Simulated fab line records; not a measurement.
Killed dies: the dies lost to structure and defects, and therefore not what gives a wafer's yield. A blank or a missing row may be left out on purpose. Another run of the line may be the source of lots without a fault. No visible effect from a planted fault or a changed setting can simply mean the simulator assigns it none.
A struck lot beside a sound one || flow gf180mcu || 15 steps out of a route of 602
Sound: these wafers, L480.1, L480.3, L480.5. The struck wafers were L475.1, L475.2, L475.6. Last of all comes the cause.
Order at every step that has rows: each side's tool, ch and its chambers, its first start. Under that, the readings that differ: sound wafers || struck wafers || difference of the means || sigmas: that difference in standard deviations of wafers without a fault.
alike: same words and numbers on both sides, and readings whose means sit less than 2 such deviations apart. not compared: any withheld reading, any reading some wafer has no value for, any bound like >300 that may hide the same value, and any number with overlapping values for which the record gives no deviation.
Wherever a step has rows on one side only, a row that says differs or no value, or a row with sigmas, the two part there. Numbers that have no deviation but don't overlap get no sigmas and don't part them. A reading missing from all wafers of one side parts the sides only when that side holds two or more wafers.

GF_STI_THK_MEAS_02:
  struck on filmMetro-04, day 3 03:31; sound on filmMetro-02, day 4 09:03
  alike: STI_OXIDATION_THK
then, 1 step without rows for these wafers: GF_STI_CVD_03 (deposits Si3N4 from DCS/NH3, target thk 207.16 nm, time 3551 s).
GF_STI_THK_MEAS_04:
  struck on filmMetro-02, day 3 05:34; sound on filmMetro-02, day 4 11:06
  alike: STI_CVD_03_THK
then, 7 steps without rows for these wafers: GF_STI_DEHYDRATE_05 (time 60 s); GF_STI_HMDS_06 (prime time 60 s); GF_STI_COAT_07 (resist thk 700 nm); GF_STI_SOFTBAKE_08 (time 60 s); GF_STI_EXPOSE_09 (exposes mask COMP, target cd 220 nm); GF_STI_PEB_10 (peb time 90 s); GF_STI_DEVELOP_11 (develop time 60 s).
GF_STI_CD_MEAS_12 targets a cd of 220 nm.
  struck on cdSem-01, day 3 18:37; sound on cdSem-01, day 4 23:15
  alike: cdNm
GF_STI_ETCH_13: etches the open film in CHF3/O2, stops on Si, target depth 282.31 nm, time 112.9 s.
  sound on rieDiel-04 ch 1,2, day 4 23:22; struck on rieDiel-03 ch 0,2,3, day 3 18:44
  alike: O2_flow_sccm, biasW, drypumpMotorCurrentA, oesProductAu, throttleValvePct
  not compared: rfHoursCounterH
GF_STI_ETCH_14: etches Si in HBr/Cl2/O2, target depth 360 nm, time 102.9 s.
  sound on rieSi-01 ch 0,2, day 4 23:27; struck on rieSi-01 ch 0,1,2, day 3 18:48
  no value came back on the struck wafers for any of 5 readings (HBr_flow_sccm (sccm), O2_flow_sccm (sccm) and others); on the sound wafers HBr_flow_sccm (sccm) reads 150.0 149.9 149.8
{"reading": "model.KrF_of_STI_COAT_07.thkNm (nm)", "sound": "324.8 319.4 321.4", "struck": "441 444 440.1", "difference": "+120", "sigmas": ""}
  not compared: rfHoursCounterH, model.STI.cdNm
GF_STI_STRIP_15: strips in O2/N2.
  sound on plasmaAsher-02 ch 0,1, day 4 23:31; struck on plasmaAsher-01 ch 0,1, day 3 18:53
{"reading": "oesProductAu (a.u.)", "sound": "0.384 0.384 0.382", "struck": "0.435 0.441 0.421", "difference": "+0.049", "sigmas": "+9"}
{"reading": "stripTimeToEndpointS (s)", "sound": "3.79 3.72 3.74", "struck": "4.96 4.99 4.95", "difference": "+1.22", "sigmas": "+26"}
  alike: drypumpMotorCurrentA, heaterPowerW, n2FlowSccm, o2FlowSccm
  not compared: rfHoursCounterH
then, 1 step without rows for these wafers: GF_STI_CLEAN_16 (cleans in dHF, time 25 s).

## WHERE THEY PART
Last at GF_STI_STRIP_15 as far as this record goes, first at GF_STI_ETCH_14.

WHY: whatever the simulator had introduced
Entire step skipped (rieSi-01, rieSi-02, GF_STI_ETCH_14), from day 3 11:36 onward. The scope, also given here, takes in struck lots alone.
